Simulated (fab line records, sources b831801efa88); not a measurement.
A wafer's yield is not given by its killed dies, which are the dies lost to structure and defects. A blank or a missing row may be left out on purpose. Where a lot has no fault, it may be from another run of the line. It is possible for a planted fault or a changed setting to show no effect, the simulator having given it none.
Problem report in the 8D (eight disciplines) form, filled by code | flow gf180mcu | the parts of the form that need people (team, actions taken, sign-off) are left out

## 1. THE ISSUE
wafer_temp_C_max at GF_VT_IMPLANT_RTA_45 reads a mean of 972.7 on 6 wafers of 2 lots; wafers without a fault read 1054.2 with a standard deviation of 1. That is -81 standard deviations from the usual mean.
The step: time 30 s.
Seen first at day 13 02:57 on rtp-anneal-02, wafer L823.1. The record holds 39 wafers of 13 lots with a number at this step. The rule behind "out" and "out of limits": a value lying over 4 standard deviations away from the usual mean. Any other wafer with a number is counted as sound.

## 2. WHAT IT IS AND WHAT IT IS NOT
question                    | is                     | is not
which readings at this step | wafer_temp_C_max       | lamp-power-pct
which lots                  | L823, L824             | L804, L805, L806, L810, L811, L812, L813, L814, L815, L816, L825
which wafers of those lots  | all that have a number | -
read on which tools         | rtp-anneal-02          | rtp-anneal-01
when                        | from day 13 02:57      | up to then (30 sound wafers); but 3 sound wafers of L825 came after

## 3. SUSPECTS, AND WHAT RULES EACH OUT
Counting: any tool at a process step up to the reading is kept as a suspect provided that every lot that is out went through it and no sound lot did after the first of them.
- plasma-asher-02 at GF_VT_IMPLANT_STRIP_09 (strips in O2/N2): kept. Every lot that is out went through it, starting with L823 (day 10 17:43), and after that it ran no sound lot; the last sound lot it ran before then is L814 (day 8 11:29).
- rtp-anneal-02 at GF_VT_IMPLANT_RTA_45 (time 30 s): kept. Every lot that is out went through it, starting with L823 (day 13 02:57), and after that it ran no sound lot; the last sound lot it ran before then is L815 (day 10 21:12). Out on those wafers are its own readings of wafer_temp_C_max.
Left after counting: plasma-asher-02 at GF_VT_IMPLANT_STRIP_09, rtp-anneal-02 at GF_VT_IMPLANT_RTA_45.

## 4. THE CAUSE (what the simulator had put in)
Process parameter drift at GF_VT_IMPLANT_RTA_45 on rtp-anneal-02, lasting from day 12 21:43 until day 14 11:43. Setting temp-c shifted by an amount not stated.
Counting leaves 2 suspects; this tool is one of them.

## 5. THE CHAIN OF EFFECTS, in route order
Rows list readings where the struck wafers' mean (over those with a number) sits beyond 3 standard deviations from the usual. Scope: only readings with a usual standard deviation given in the record; hours: median across lots of the time from each lot's start at the first step in this table that gives one to its start at this step; sigmas: change in usual standard deviations.
hours | step                 | reading          | usual  | on struck wafers | change | sigmas
0     | GF_VT_IMPLANT_RTA_45 | wafer_temp_C_max | 1054.2 | 972.7            | -81.5  | -81
Here are the process steps it includes:
- GF_VT_IMPLANT_RTA_45: time 30 s.
Later steps that measure or inspect, where all struck wafers having a row at the step show a number for every such reading and not one has moved that far: GF_VT_IMPLANT_RS_MEAS_49.

## 6. HOW IT WOULD HAVE BEEN CAUGHT EARLIER
In this record the first reading out of limits was taken at day 13 02:57, 5 hours after the fault began at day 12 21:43.
